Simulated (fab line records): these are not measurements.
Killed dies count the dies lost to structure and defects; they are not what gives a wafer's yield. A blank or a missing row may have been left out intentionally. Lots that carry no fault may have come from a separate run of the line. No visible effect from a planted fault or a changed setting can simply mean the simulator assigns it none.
fab line records    flow sky130
record lots=12  wafers=34  last_day=50
route steps=708 shown SD_N@356 LI_CONTACT@382 LOCAL_INTERCONNECT@399 PAD_OPEN@708
lots with no fault: from the same line, run without faults
start_h: the number of hours between the record's first day and the start of the first shown wafer of the lot    wait_h: how many hours have passed since the lot's step before this one    " the same as in the row above    L1.1+2: a row that stands for several wafers    - no value present, or no start provided    * or withheld: withheld    < > ~ a bound
route shown NAME@n: names a module that has steps shown in the file, with the first one's number in the route    usual: mean/standard deviation of fault-free wafers    same: alike in all rows    chamber/n: place in a boat    sites: each site's reading    _std_site: their standard deviation    _edge_site: the outer-site mean with the inner-site mean subtracted    radius_mm: for every site, how far away it sits from the centre of the wafer    mask NAME#n: copy n    behind: the last tool/chamber to shape the wafer    hold: reason for holding the lot/hours on hold/outcome of the hold    device: which transistor (n, p or np) failed to switch    end of line: tests run on the same wafers once the route is complete    step lacking rows: just its recipe    killed: at the first sort, the dies lost to defects and structure; wafer yield is something else    map: per-die view of a wafer (x killed, . not killed, _ where there is no die)
set.NAME: the run value of the setting; set.NAME@STEP: its run value at that earlier step    model.NAME: the simulator's own value behind a step, which no gauge read
route steps across a sampled set of lots; one table per step, one row per wafer
services: from which hour (start_h, from the record's first day; less than 0 if before it) a tool's chamber was out of use, for how many hours, and why
## steps
# step SKY_SD_N_RTA_14
# recipe temp_c=1075  time_s=2  idle_temp_c=650  ramp_up_c_per_s=150  ramp_down_c_per_s=90  ambient=N2
# usual lamp_power_pct=15.73/0.052  wafer_temp_C_max=1078.1/1.4
lot.wafer  tool           chamber  start_h  wait_h  lamp_power_pct  wafer_temp_C_max
L483.1     rtp_anneal-01  0        649.32   0.0     15.78           1077.5
L483.3     "              0        "        "       15.85           1079.1
L483.6     "              0        "        "       15.70           1075.8
L485.1     rtp_anneal-02  0        670.46   0.0     15.74           1076.3
L485.2     "              0        "        "       15.79           1077.2
L485.5     "              0        "        "       15.74           1079.6
L486.1     rtp_anneal-01  0        681.10   0.0     15.77           1079.6
L486.3     "              0        "        "       15.83           1076.8
L486.4     "              0        "        "       15.73           1078.1
L488.2     rtp_anneal-01  0        697.51   0.0     15.67           1079.3
L488.3     "              0        "        "       15.67           1078.0
L488.5     "              0        "        "       15.65           1077.4
L490.2     rtp_anneal-02  0        705.46   0.0     15.72           1083.0
L490.3     "              0        "        "       15.63           1077.5
L490.5     "              0        "        "       15.75           1076.7
L491.2     rtp_anneal-02  0        720.52   0.0     15.73           1075.9
L491.3     "              0        "        "       15.66           1078.0
L491.6     "              0        "        "       15.74           1077.8
L492.2     rtp_anneal-01  0        729.79   0.0     15.62           1078.3
L492.3     "              0        "        "       15.63           1078.1
L492.5     "              0        "        "       15.72           1078.2
L493.2     rtp_anneal-02  0        737.77   0.0     15.73           1077.0
L493.3     "              0        "        "       15.73           1078.6
L493.5     "              0        "        "       15.78           1079.4
L498.4     rtp_anneal-02  0        801.35   0.0     15.71           1078.0
L498.6     "              0        "        "       15.70           1076.9
L501.5     rtp_anneal-01  0        804.51   0.0     15.76           1079.7
L501.6     "              0        "        "       15.79           1077.6
L500.3     rtp_anneal-01  0        812.54   0.0     15.81           1078.3
L500.4     "              0        "        "       15.71           1077.6
L500.5     "              0        "        "       15.72           1077.7
L504.2     rtp_anneal-01  0        823.42   0.0     15.79           1078.2
L504.4     "              0        "        "       15.72           1080.4
L504.5     "              0        "        "       15.66           1079.6
# step SKY_LI_CONTACT_SPUTTER_20
# recipe material=TiN  target_thk_nm=20  chamber_pressure_pa=5  power_w=4000  time_s=80
# usual throttle_valve_pct=30.2/0.49
lot.wafer  tool            chamber  start_h  wait_h  throttle_valve_pct
L483.1     pvd_sputter-02  -        679.39   0.0     30.3
L483.3     "               -        "        "       29.1
L483.6     "               -        "        "       30.3
L485.1     pvd_sputter-01  -        700.10   0.0     29.9
L485.2     "               -        "        "       29.6
L485.5     "               -        "        "       29.9
L486.1     pvd_sputter-03  -        710.50   0.0     29.8
L486.3     "               -        "        "       30.3
L486.4     "               -        "        "       29.6
L488.2     pvd_sputter-01  -        727.41   0.0     30.1
L488.3     "               -        "        "       29.8
L488.5     "               -        "        "       30.0
L490.2     pvd_sputter-02  -        734.62   0.0     30.0
L490.3     "               -        "        "       29.4
L490.5     "               -        "        "       29.7
L491.2     pvd_sputter-02  -        750.41   0.0     30.4
L491.3     "               -        "        "       30.5
L491.6     "               -        "        "       30.1
L492.2     pvd_sputter-01  -        758.80   0.0     30.4
L492.3     "               -        "        "       29.8
L492.5     "               -        "        "       30.4
L493.2     pvd_sputter-02  -        766.80   0.0     29.6
L493.3     "               -        "        "       30.5
L493.5     "               -        "        "       29.4
L498.4     pvd_sputter-02  -        829.32   0.0     30.4
L498.6     "               -        "        "       30.6
L501.5     pvd_sputter-01  -        832.09   0.0     30.3
L501.6     "               -        "        "       30.3
L500.3     pvd_sputter-02  -        840.55   0.0     30.2
L500.4     "               -        "        "       29.4
L500.5     "               -        "        "       30.4
L504.2     pvd_sputter-02  -        850.60   0.0     30.4
L504.4     "               -        "        "       29.5
L504.5     "               -        "        "       29.2
# step SKY_LI_CONTACT_CVD_21
# recipe material=W  target_thk_nm=400  time_s=120.56  temp_c=400  pressure_torr=40
# usual heater_power_w=926/70
lot.wafer  tool      chamber  start_h  wait_h  heater_power_w  since_wet_clean_h
L483.1     cvd_w-01  1        679.45   0.0     870             775
L483.3     "         1        "        "       892             -
L483.6     "         1        "        "       883             -
L485.1     cvd_w-01  0        700.17   0.0     880             796
L485.2     "         1        "        "       896             796
L485.5     "         0        "        "       896             -
L486.1     cvd_w-01  0        710.57   0.0     898             807
L486.3     "         0        "        "       888             -
L486.4     "         1        "        "       889             -
L488.2     cvd_w-01  0        727.47   0.0     934             823
L488.3     "         1        "        "       888             -
L488.5     "         0        "        "       902             -
L490.2     cvd_w-02  1        734.68   0.0     882             331
L490.3     "         1        "        "       862             -
L490.5     "         0        "        "       1060            -
L491.2     cvd_w-01  1        750.47   0.0     885             846
L491.3     "         0        "        "       910             -
L491.6     "         0        "        "       890             -
L492.2     cvd_w-01  1        758.87   0.0     882             855
L492.3     "         0        "        "       913             -
L492.5     "         1        "        "       899             -
L493.2     cvd_w-01  0        766.87   0.0     899             863
L493.3     "         0        "        "       905             -
L493.5     "         0        "        "       898             -
L498.4     cvd_w-01  1        829.42   0.1     886             -
L498.6     "         1        "        "       875             -
L501.5     cvd_w-01  1        832.20   0.1     891             -
L501.6     "         0        "        "       871             -
L500.3     cvd_w-01  0        840.66   0.1     906             -
L500.4     "         1        "        "       875             -
L500.5     "         1        "        "       877             -
L504.2     cvd_w-02  1        850.66   0.0     909             447
L504.4     "         1        "        "       862             -
L504.5     "         0        "        "       1077            -
# step SKY_LI_CONTACT_RS_MEAS_22
# recipe thk_meas_gauge=four-point-probe  reads=W_of_LI_CONTACT_CVD_21+TiN_of_LI_CONTACT_SPUTTER_20+Ti_of_LI_CONTACT_SPUTTER_19
# usual LI_CONTACT_W_RS=0.285/0.0032
lot.wafer  tool           chamber  start_h  wait_h  LI_CONTACT_W_RS[ohm/sq]
L483.1     film_metro-02  -        679.57   0.1     0.292
L483.3     "              -        "        "       0.293
L483.6     "              -        "        "       0.291
L485.1     film_metro-01  -        700.29   0.1     0.281
L485.2     "              -        "        "       0.286
L485.5     "              -        "        "       0.287
L486.1     film_metro-02  -        710.69   0.1     0.285
L486.3     "              -        "        "       0.285
L486.4     "              -        "        "       0.287
L488.2     film_metro-03  -        727.61   0.1     0.283
L488.3     "              -        "        "       0.286
L488.5     "              -        "        "       0.285
L490.2     film_metro-01  -        734.83   0.1     0.287
L490.3     "              -        "        "       0.290
L490.5     "              -        "        "       0.285
L491.2     film_metro-01  -        750.62   0.1     0.287
L491.3     "              -        "        "       0.285
L491.6     "              -        "        "       0.285
L492.2     film_metro-02  -        759.01   0.1     0.283
L492.3     "              -        "        "       0.281
L492.5     "              -        "        "       0.282
L493.2     film_metro-01  -        767.01   0.1     0.286
L493.3     "              -        "        "       0.283
L493.5     "              -        "        "       0.286
L498.4     film_metro-01  -        829.56   0.1     0.219
L498.6     "              -        "        "       0.292
L501.5     film_metro-02  -        832.33   0.1     0.215
L501.6     "              -        "        "       0.283
L500.3     film_metro-02  -        840.78   0.1     0.287
L500.4     "              -        "        "       0.219
L500.5     "              -        "        "       0.219
L504.2     film_metro-02  -        850.81   0.1     0.283
L504.4     "              -        "        "       0.283
L504.5     "              -        "        "       0.284
# step SKY_LI_CONTACT_THK_MEAS_23
# recipe thk_meas_gauge=xrf  reads=W_of_LI_CONTACT_CVD_21
# usual LI_CONTACT_W_THK=384/5.3
lot.wafer  tool           chamber  start_h  wait_h  LI_CONTACT_W_THK[nm]
L483.1     film_metro-02  -        679.69   0.1     374
L483.3     "              -        "        "       373
L483.6     "              -        "        "       374
L485.1     film_metro-01  -        700.41   0.1     392
L485.2     "              -        "        "       386
L485.5     "              -        "        "       386
L486.1     film_metro-02  -        710.81   0.1     389
L486.3     "              -        "        "       387
L486.4     "              -        "        "       383
L488.2     film_metro-03  -        727.72   0.1     383
L488.3     "              -        "        "       376
L488.5     "              -        "        "       379
L490.2     film_metro-01  -        734.94   0.1     381
L490.3     "              -        "        "       379
L490.5     "              -        "        "       383
L491.2     film_metro-01  -        750.73   0.1     383
L491.3     "              -        "        "       387
L491.6     "              -        "        "       385
L492.2     film_metro-02  -        759.12   0.1     388
L492.3     "              -        "        "       392
L492.5     "              -        "        "       391
L493.2     film_metro-01  -        767.12   0.1     384
L493.3     "              -        "        "       387
L493.5     "              -        "        "       384
L498.4     film_metro-01  -        829.65   0.1     489
L498.6     "              -        "        "       373
L501.5     film_metro-02  -        832.41   0.1     509
L501.6     "              -        "        "       395
L500.3     film_metro-02  -        840.88   0.1     381
L500.4     "              -        "        "       493
L500.5     "              -        "        "       496
L504.2     film_metro-02  -        850.92   0.1     386
L504.4     "              -        "        "       386
L504.5     "              -        "        "       385
# step SKY_LI_CONTACT_CMP_24
# recipe stop_on=PSG  t_overpolish_s=20  down_force_psi=3.5  platen_rpm=60  target_thk_nm=0  pad_velocity_m_s=0.94248
# usual motor_current_A=11.0/1.3  slurry_flow_ml_min=150.1/0.5  time_to_endpoint_s=99/6.7
lot.wafer  tool    chamber  start_h  wait_h  motor_current_A  slurry_flow_ml_min  time_to_endpoint_s
L483.3     cmp-02  0        679.80   0.1     10.6             150.1               104
L483.1     "       1        "        "       9.7              149.7               87
L483.6     "       3        "        "       11.0             149.5               101
L485.1     cmp-02  0        700.48   0.1     9.9              150.2               105
L485.2     "       2        "        "       10.9             149.4               93
L485.5     "       0        "        "       9.5              151.3               103
L486.3     cmp-02  3        710.92   0.1     10.7             150.5               102
L486.1     "       0        "        "       9.9              150.3               106
L486.4     "       1        "        "       9.3              150.4               87
L488.2     cmp-01  2        727.77   0.0     10.2             150.5               102
L488.3     "       1        "        "       11.6             150.1               91
L488.5     "       3        "        "       13.4             149.9               111
L490.2     cmp-01  0        735.09   0.1     11.7             150.7               101
L490.3     "       1        "        "       11.0             150.4               99
L490.5     "       3        "        "       13.6             150.9               107
L491.3     cmp-02  1        750.78   0.0     9.3              150.8               85
L491.2     "       0        "        "       10.2             150.5               106
L491.6     "       2        "        "       11.3             149.7               92
L492.3     cmp-01  0        759.17   0.0     11.3             149.8               100
L492.2     "       1        "        "       11.1             149.9               95
L492.5     "       0        "        "       11.6             149.7               98
L493.2     cmp-02  0        767.17   0.0     10.0             150.9               105
L493.3     "       1        "        "       9.4              149.9               89
L493.5     "       0        "        "       10.4             150.2               106
L498.4     cmp-01  1        829.73   0.1     11.5             149.6               124
L498.6     "       0        "        "       11.3             150.1               99
L501.5     cmp-02  0        832.63   0.2     9.9              150.0               136
L501.6     "       1        "        "       9.7              150.5               88
L500.4     cmp-01  2        840.92   0.0     9.8              150.0               129
L500.3     "       1        "        "       11.5             150.2               93
L500.5     "       2        "        "       9.9              150.3               130
L504.4     cmp-02  1        851.20   0.3     9.2              150.1               84
L504.2     "       2        "        "       11.6             150.3               86
L504.5     "       1        "        "       9.9              151.5               88
# step SKY_LOCAL_INTERCONNECT_OVL_MEAS_12
# usual LOCAL_INTERCONNECT_OVL=-1/5.3
lot.wafer  tool        chamber  start_h  wait_h  LOCAL_INTERCONNECT_OVL[nm]
L483.1     overlay-02  -        708.45   0.1     -2
L483.3     "           -        "        "       -3
L483.6     "           -        "        "       -7
L485.1     overlay-01  -        728.45   0.1     2
L485.2     "           -        "        "       -9
L485.5     "           -        "        "       1
L486.1     overlay-01  -        739.46   0.1     3
L486.3     "           -        "        "       1
L486.4     "           -        "        "       -2
L488.2     overlay-02  -        755.53   0.1     -2
L488.3     "           -        "        "       -2
L488.5     "           -        "        "       -3
L490.2     overlay-02  -        762.92   0.1     0
L490.3     "           -        "        "       -9
L490.5     "           -        "        "       -8
L491.2     overlay-02  -        777.46   0.1     5
L491.3     "           -        "        "       -9
L491.6     "           -        "        "       3
L492.2     overlay-01  -        786.17   0.1     0
L492.3     "           -        "        "       -3
L492.5     "           -        "        "       0
L493.2     overlay-02  -        794.77   0.1     8
L493.3     "           -        "        "       0
L493.5     "           -        "        "       -1
L498.4     overlay-01  -        854.37   0.1     10
L498.6     "           -        "        "       4
L501.5     overlay-02  -        857.84   0.0     -8
L501.6     "           -        "        "       -2
L500.3     overlay-02  -        866.93   0.1     0
L500.4     "           -        "        "       3
L500.5     "           -        "        "       0
L504.2     overlay-01  -        877.78   0.1     -5
L504.4     "           -        "        "       -9
L504.5     "           -        "        "       -7
# step SKY_PAD_OPEN_PROBE_99
# usual killed_at_M0_to_M3=44/6.9  killed_at_M4_up=3.2/1.8  killed_at_contacts=23/5.2  killed_at_front_end=15/4.5  killed_at_other=0.3/0.56  killed_dies=85/8.8  killed_on_rim=17/3.5  killed_open=47/6.7  killed_short=39/6.4
# same gross_dies=492  killed_at_back_side=0
lot.wafer  tool       chamber  start_h  wait_h  killed_at_M0_to_M3  killed_at_M4_up  killed_at_contacts  killed_at_front_end  killed_at_other  killed_dies  killed_on_rim  killed_open  killed_short
L491.2     prober-01  -        1128.95  0.1     42                  4                22                  13                   0                81           13             44           37
L491.3     prober-01  -        1129.00  0.2     41                  4                22                  15                   0                82           19             44           38
L491.6     prober-01  -        1129.15  0.2     48                  2                17                  13                   0                80           13             44           36
L492.2     prober-02  -        1133.80  0.1     38                  2                20                  20                   0                80           16             44           36
L492.3     prober-02  -        1133.85  0.2     39                  2                20                  15                   0                76           13             48           28
L492.5     prober-02  -        1133.95  0.2     55                  1                18                  22                   0                96           21             48           48
L493.2     prober-01  -        1140.58  0.1     50                  3                22                  14                   0                89           18             50           39
L493.3     prober-01  -        1140.63  0.2     45                  6                23                  15                   0                89           15             57           32
# killed by level:class
L491.2 VIA1:geometric_particle:open=16 LI_CONTACT:geometric_particle:open=8 LI_CONTACT:geometric_particle:short=6 VIA1:geometric_particle:short=5 VIA3:geometric_particle:open=5 VIA2:geometric_particle:open=4 FIELD_ISO:geometric_particle:open=3 FIELD_ISO:geometric_particle:short=3
L491.3 CONTACT:geometric_particle:open=10 VIA1:geometric_particle:open=9 LI_CONTACT:geometric_particle:open=7 POLY_GATE:geometric_particle:open=6 VIA1:geometric_particle:short=6 METAL1:geometric_particle:short=4 VIA2:geometric_particle:short=4 VIA2:geometric_particle:open=4
L491.6 VIA1:geometric_particle:open=11 VIA3:geometric_particle:open=8 LI_CONTACT:geometric_particle:open=7 METAL2:geometric_particle:short=7 VIA2:geometric_particle:open=7 POLY_GATE:geometric_particle:short=6 METAL1:geometric_particle:short=6 VIA1:geometric_particle:short=4
L492.2 CONTACT:geometric_particle:open=8 VIA3:geometric_particle:open=8 FIELD_ISO:geometric_particle:short=7 VIA1:geometric_particle:open=6 FIELD_ISO:geometric_particle:open=5 POLY_GATE:geometric_particle:open=5 CONTACT:geometric_particle:short=4 METAL1:geometric_particle:short=4
L492.3 VIA1:geometric_particle:open=17 CONTACT:geometric_particle:open=11 VIA3:geometric_particle:short=5 VIA1:geometric_particle:short=5 FIELD_ISO:geometric_particle:short=4 VIA2:geometric_particle:open=4 FIELD_ISO:geometric_particle:open=3 LI_CONTACT:geometric_particle:open=3
L492.5 METAL2:geometric_particle:short=10 CONTACT:geometric_particle:open=8 VIA3:geometric_particle:open=8 VIA1:geometric_particle:open=7 FIELD_ISO:geometric_particle:open=6 VIA2:geometric_particle:short=6 VIA2:geometric_particle:open=6 FIELD_ISO:geometric_particle:short=5
L493.2 CONTACT:geometric_particle:open=13 VIA1:geometric_particle:open=10 METAL1:geometric_particle:short=7 VIA1:geometric_particle:short=7 VIA3:geometric_particle:open=7 METAL2:geometric_particle:short=6 POLY_GATE:geometric_particle:open=5 FIELD_ISO:geometric_particle:open=4
L493.3 VIA2:geometric_particle:open=13 LI_CONTACT:geometric_particle:open=9 CONTACT:geometric_particle:open=8 VIA3:geometric_particle:open=8 VIA1:geometric_particle:open=6 FIELD_ISO:geometric_particle:open=5 VIA1:geometric_particle:short=4 METAL2:geometric_particle:short=4
## services
tool            chamber  start_h  hours  kind
pvd_sputter-03  -        632.99   1.8    repair
rtp_anneal-01   -        639.26   4.0    pm
cmp-02          -        650.78   1.0    repair
cmp-02          -        669.76   1.1    repair
pvd_sputter-03  -        675.07   1.2    repair
cmp-02          -        675.52   0.7    repair
cmp-01          -        699.39   16.8   pm
cmp-02          -        716.23   5.5    pm
pvd_sputter-01  -        720.75   5.1    repair
cmp-02          -        724.55   3.8    repair
cmp-02          -        732.22   4.3    pm
cmp-01          -        742.22   3.3    repair
cmp-01          -        745.54   4.0    pm
cmp-01          -        749.54   -      consumable_replace:conditioner
cmp-01          -        749.54   -      consumable_replace:pad
cmp-01          -        793.44   4.8    pm
cvd_w-01        1        801.00   8.2    repair
cmp-01          -        818.53   6.7    repair
pvd_sputter-02  -        842.70   1.3    repair
cvd_w-01        -        844.09   6.0    pm
## key
first_sign step=SKY_LI_CONTACT_RS_MEAS_22  reading=LI_CONTACT_W_RS  direction=down  sigmas=21  usual=0.285  struck=0.218
effect step=SKY_LI_CONTACT_THK_MEAS_23  reading=LI_CONTACT_W_THK  direction=up  sigmas=21  usual=384  struck=497
effect step=SKY_LI_CONTACT_CMP_24  reading=time_to_endpoint_s  direction=up  sigmas=4.7  usual=*  struck=*
met_at SKY_LI_CONTACT_CVD_21
struck_lots L498,L500,L501
struck_wafers L498.4,L500.4,L500.5,L501.5
tester_left_out L498,L500,L501
not_acting_at SKY_SD_N_RTA_14,SKY_LI_CONTACT_SPUTTER_20,SKY_LOCAL_INTERCONNECT_OVL_MEAS_12
onset_between 766.87 829.42
fault kind=process_parameter_drift  tool=cvd_w-01  chamber=-  onset_h=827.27  steps=SKY_LI_CONTACT_CVD_21  channel=target_thk_nm  offset=123.37  shape=step  end_h=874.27  scope=struck_wafers_only  acts_in=these_recipes_only  stated=400
# tester_left_out: of these lots the tester's yield and bins aren't shown, on N5 and GAA mostly nor the transistor test; their killed dies are dies lost to structure and defects alone, not to doping, threshold or leakage, so they don't give the yield
